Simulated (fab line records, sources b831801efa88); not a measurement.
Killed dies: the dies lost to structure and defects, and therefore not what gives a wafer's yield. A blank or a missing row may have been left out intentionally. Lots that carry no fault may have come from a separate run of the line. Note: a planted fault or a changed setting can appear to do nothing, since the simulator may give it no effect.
A struck lot beside a sound one :: flow sky130 :: 14 out of 708 route steps
Sound: these wafers, L336.2, L336.4, L336.6. The struck wafers were L332.1, L332.2, L332.3. The cause is given at the end.
For every step that has rows: the tool of each side, followed by ch and its chambers, followed by its first start. Under that, the readings that differ: sound wafers :: struck wafers :: difference of the means :: sigmas: that difference in standard deviations of wafers without a fault.
alike: readings with means less than 2 such deviations apart, plus words and numbers identical on both sides. not compared: withheld readings, readings lacking a value on some wafer, bounds such as >300 that could conceal the same value, and numbers that have no deviation in the record and whose values overlap.
Wherever a step has rows on one side only, a row that says differs or no value, or a row with sigmas, the two part there. Non-overlapping numbers with no deviation appear without sigmas and do not part them. A reading missing from all wafers of one side parts the sides only when that side holds two or more wafers.

first, 2 steps without rows for these wafers: SKY_VT_ADJUST_LVTN_PEB_16; SKY_VT_ADJUST_LVTN_DEVELOP_17 (develop time 60 s).
SKY_VT_ADJUST_LVTN_OVL_MEAS_18:
  sound: overlay-02 at day 9 17:56; struck: overlay-02 at day 8 10:11
  alike: VT_ADJUST_LVTN_01_OVL
following that, these wafers have no rows for 1 step: SKY_VT_ADJUST_LVTN_IMPLANT_19.
SKY_VT_ADJUST_LVTN_STRIP_20: strips in O2/N2.
  sound on plasma-asher-02 ch 0,1, day 9 18:07; struck on plasma-asher-02 ch 0,1, day 8 10:22
  alike: drypump-motor-current-A, oes-product-au, strip-time-to-endpoint-s
  not compared: rf-hours-counter-h
SKY_VT_ADJUST_LVTN_TW_MEAS_21:
  sound: film-metro-02 at day 9 18:13; struck: film-metro-02 at day 8 10:28
  alike: VT_ADJUST_LVTN_2_TW
then, 6 steps without rows for these wafers: SKY_VT_ADJUST_NCORE_DEHYDRATE_00 (time 60 s); SKY_VT_ADJUST_NCORE_HMDS_01 (prime time 60 s); SKY_VT_ADJUST_NCORE_COAT_02 (resist thk 1140 nm); SKY_VT_ADJUST_NCORE_SOFTBAKE_03 (time 60 s); SKY_VT_ADJUST_NCORE_EXPOSE_04 (exposes mask LVTN COMPLEMENT THIN, target cd 380 nm); SKY_VT_ADJUST_NCORE_PEB_05.
SKY_VT_ADJUST_NCORE_DEVELOP_06: develop time 60 s.
  sound on litho-track-02 ch 0, day 10 17:07; struck on litho-track-02, day 9 07:35
  no value came back on the struck wafers for chill-plate-temp-C (C), develop-time-s (s); on the sound wafers chill-plate-temp-C (C) reads 23.11 23.16 23.16
SKY_VT_ADJUST_NCORE_CD_MEAS_07: target cd 380 nm.
  sound: cd-sem-02 at day 10 17:15; struck: cd-sem-01 at day 9 07:44
reading: cd-nm (nm)
sound: 379.1 378.4 380.6
struck: - - -
difference: no value on the struck wafers
sigmas: 

== WHERE THEY PART ==
Earliest at SKY_VT_ADJUST_NCORE_DEVELOP_06; latest, in this record, at SKY_VT_ADJUST_NCORE_CD_MEAS_07.

WHY: what had been put in by the simulator
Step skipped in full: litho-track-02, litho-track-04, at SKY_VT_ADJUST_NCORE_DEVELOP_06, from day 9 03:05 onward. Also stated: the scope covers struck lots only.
